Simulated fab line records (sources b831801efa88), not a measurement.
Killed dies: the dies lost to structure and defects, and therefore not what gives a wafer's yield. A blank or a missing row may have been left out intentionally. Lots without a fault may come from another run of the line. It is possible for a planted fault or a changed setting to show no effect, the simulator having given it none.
Code-filled problem report in 8D (eight disciplines) form / flow sky130 / the parts of the form that need people (team, actions taken, sign-off) are left out

## 1. THE PROBLEM
CONTACT_CVD_00_THK at SKY_CONTACT_THK_MEAS_01 reads a mean of 101.2 nm on 3 wafers of 3 lots; wafers without a fault read 74.9 nm with a standard deviation of 1.1. Measured from the usual mean, that is +24 standard deviations.
The first sign was on wafer L717.2 at day 34 15:43, on film metro-04. At this step, 43 wafers from 15 lots have a number in the record. Rule for "out" (also "out of limits"): further than 4 standard deviations from the usual mean. All remaining wafers that have a number are taken as sound.

## 2. WHAT IT IS, AND WHAT IT ISN'T
question=which readings at this step | is=CONTACT_CVD_00_THK | is not=-
question=which lots | is=L717, L719, L721 | is not=L705, L706, L707, L708, L709, L710, L711, L712, L713, L714, L715, L727
question=which wafers of those lots | is=L717.2, L719.3, L721.2 | is not=L717.5, L719.4, L719.6, L721.4
question=read on which gauges | is=film metro-03, film metro-04 | is not=film metro-01
question=when | is=from day 34 15:43 | is not=up to then (34 sound wafers); but 6 sound wafers of L719, L721, L727 came after

## 3. THE SUSPECTS, EACH WITH WHAT RULES IT OUT
Counting: if a tool at a process step up to the reading ran every lot that is out, it stays a suspect. Sound lots after the first of them don't rule it out here, since some wafers of a struck lot are sound.
- the gauge at SKY_CONTACT_THK_MEAS_01 has been ruled out. 2 gauges (film metro-03, film metro-04) read the wafers that are out.
- pecvd-04 at SKY_CONTACT_CVD_00 (deposits Si3N4, target thk 75 nm): kept. It ran every lot that is out, first L717 (day 34 15:41); its last sound lot up to then is L714 (day 34 04:46).
After counting, what remains is pecvd-04 at SKY_CONTACT_CVD_00.

## 4. THE CAUSE (what the simulator had put in)
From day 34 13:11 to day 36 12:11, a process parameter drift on pecvd-04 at SKY_CONTACT_CVD_00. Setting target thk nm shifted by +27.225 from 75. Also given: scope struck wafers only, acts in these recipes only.
Counting left only this tool.

## 5. THE CHAIN OF EFFECTS, in route order
Rows list readings where the struck wafers' mean (over those with a number) sits beyond 3 standard deviations from the usual. Scope: only readings with a usual standard deviation given in the record; hours: median across lots of the time from each lot's start at the first step in this table that gives one to its start at this step; sigmas: change in usual standard deviations.
hours=0; step=SKY_CONTACT_THK_MEAS_01; reading=CONTACT_CVD_00_THK; usual=74.9 nm; on struck wafers=101.2; change=+26.3; sigmas=+24
hours=-; step=SKY_CONTACT_ETCH_18; reading=oes product au; usual=0.853 a.u.; on struck wafers=1.009; change=+0.156; sigmas=+18
hours=-; step=SKY_CONTACT_ETCH_18; reading=throttle valve pct; usual=8.792 %; on struck wafers=8.828; change=+0.036; sigmas=+4.3
Its process steps:
- SKY_CONTACT_ETCH_18: etches Si3N4 in CHF3/O2, stops on TiN, time 39 s, target depth 75 nm.

## 6. HOW IT WOULD HAVE BEEN CAUGHT EARLIER
The first out-of-limits reading at a measuring or inspecting step in this record came at day 34 15:43, 3 hours after the fault's start at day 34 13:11.
Tool readings at SKY_CONTACT_CVD_00 with a usual standard deviation given in the record: none out on any struck wafer, hence no alarm at a limit of 4 standard deviations on them.
Among the 3 lots that are out, L719, L721 began SKY_CONTACT_CVD_00 on pecvd-04 after day 34 15:43. A hold on the tool at that time would have spared those 2.
